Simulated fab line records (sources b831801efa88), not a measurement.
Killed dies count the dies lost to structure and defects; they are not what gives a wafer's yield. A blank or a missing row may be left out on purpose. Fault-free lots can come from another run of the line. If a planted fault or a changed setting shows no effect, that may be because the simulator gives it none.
Which tool did it? + flow gf180mcu + 11 lots, 32 wafers sampled, at 4 steps of a route of 602

WHAT THE GAUGES SHOWED, per wafer
GF_V1_RS_MEAS_24: a four-point-probe measurement.
| lot  | measured     | on            | V1_W_RS (ohm/sq)  |
|------|--------------|---------------|-------------------|
| L356 | day 19 13:42 | film-metro-01 | 0.331 0.332 0.331 |
| L357 | day 19 22:16 | film-metro-02 | 0.325 0.327 0.324 |
| L358 | day 20 00:14 | film-metro-02 | 0.334 0.333 0.336 |
| L359 | day 20 15:06 | film-metro-02 | 0.325 0.327 0.326 |
| L360 | day 21 06:35 | film-metro-03 | 0.328 0.326       |
| L366 | day 23 00:24 | film-metro-02 | 0.332 0.331 0.333 |
| L367 | day 23 08:54 | film-metro-03 | 0.242 0.242 0.241 |
| L368 | day 23 16:32 | film-metro-03 | 0.326 0.334 0.331 |
| L370 | day 24 07:44 | film-metro-01 | 0.244 0.244 0.243 |
| L372 | day 24 22:04 | film-metro-03 | 0.333 0.329 0.331 |
| L375 | day 26 00:13 | film-metro-02 | 0.325 0.326 0.322 |

EACH LOT AND THE TOOL THAT RAN IT (in order: tool; ch and the chambers of the sampled wafers; start)
| lot  | GF_SAB_CVD_00                   | GF_CONTACT_ETCH_16                 | GF_V1_CVD_23                  |
|------|---------------------------------|------------------------------------|-------------------------------|
| L356 | pecvd-03 ch 0,2, day 15 10:53   | rie-diel-03 ch 0,2,3, day 17 09:19 | cvd-w-02 ch 0,1, day 19 13:34 |
| L357 | pecvd-03 ch 1,2, day 15 19:08   | rie-diel-03 ch 0,1, day 17 18:22   | cvd-w-01 ch 0,1, day 19 22:08 |
| L358 | pecvd-02 ch 0,1,2, day 15 21:50 | rie-diel-01 ch 1,2,3, day 17 20:34 | cvd-w-02 ch 0,1, day 20 00:06 |
| L359 | pecvd-02 ch 0,1,2, day 16 10:02 | rie-diel-03 ch 1,2,3, day 18 10:19 | cvd-w-01 ch 0,1, day 20 14:58 |
| L360 | pecvd-02 ch 0,2, day 17 00:11   | rie-diel-02 ch 1,3, day 19 01:55   | cvd-w-02 ch 0,1, day 21 06:28 |
| L366 | pecvd-02 ch 0,1,2, day 18 19:26 | rie-diel-01 ch 2,3, day 20 22:07   | cvd-w-02 ch 0,1, day 23 00:16 |
| L367 | pecvd-04 ch 0,1,2, day 19 04:32 | rie-diel-03 ch 0,1,2, day 21 06:22 | cvd-w-01 ch 0, day 23 08:46   |
| L368 | pecvd-04 ch 0,1,2, day 19 13:17 | rie-diel-03 ch 1,2, day 21 15:07   | cvd-w-02 ch 0,1, day 23 16:25 |
| L370 | pecvd-03 ch 0,2, day 20 05:22   | rie-diel-03 ch 1,2,3, day 22 07:01 | cvd-w-01 ch 0,1, day 24 07:37 |
| L372 | pecvd-02 ch 0,1, day 20 22:08   | rie-diel-02 ch 0,1, day 22 21:49   | cvd-w-02 ch 0,1, day 24 21:57 |
| L375 | pecvd-02 ch 1,2, day 22 01:08   | rie-diel-02 ch 0,1,3, day 24 01:09 | cvd-w-02 ch 0,1, day 26 00:05 |
- GF_SAB_CVD_00: deposits SiO2 from TEOS, target thk 50 nm, time 4.9302 s.
- GF_CONTACT_ETCH_16: etches BARC in N2/H2.
- GF_V1_CVD_23: deposits W, target thk 350 nm, time 105.05 s.

THE ANSWER, worked out from the rows above alone
Rule: the usual values come from the lots themselves. Put in order of their means at a reading, lots are off if they are a third of the lots or fewer, leave a main group of 4 or more, and stand apart from it by a gap of 3 or more times the standard deviation of the main group's means; of several such gaps the widest counts. Not used: any main group whose means are identical at the precision the tables above print for the reading. Also off: a lot with no number at a reading for which 4 or more lots have one. Where the step has rows for the other lots, those lots are counted as sound.
Off: L367, L370, seen at GF_V1_RS_MEAS_24 (V1_W_RS). The main group: mean 0.329 ohm/sq, standard deviation 0.0033.
If a tool, at a process step before that reading, ran all the lots that are off and no sound lot after the first of them, it fits. Those tools and the gauges at GF_V1_RS_MEAS_24 are tried in the same way. One fits: GF_V1_CVD_23 on cvd-w-01. A fault onset in the window from L359 (day 20 14:58, its last sound lot) to L367 (day 23 08:46, its first lot off) fits.

WHAT THE SIMULATOR PUT IN
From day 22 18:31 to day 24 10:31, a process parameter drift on cvd-w-01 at GF_V1_CVD_23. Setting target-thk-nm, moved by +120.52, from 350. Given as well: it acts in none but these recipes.
Shown lots that were struck: L367, L370. The rule given above showed the same thing.
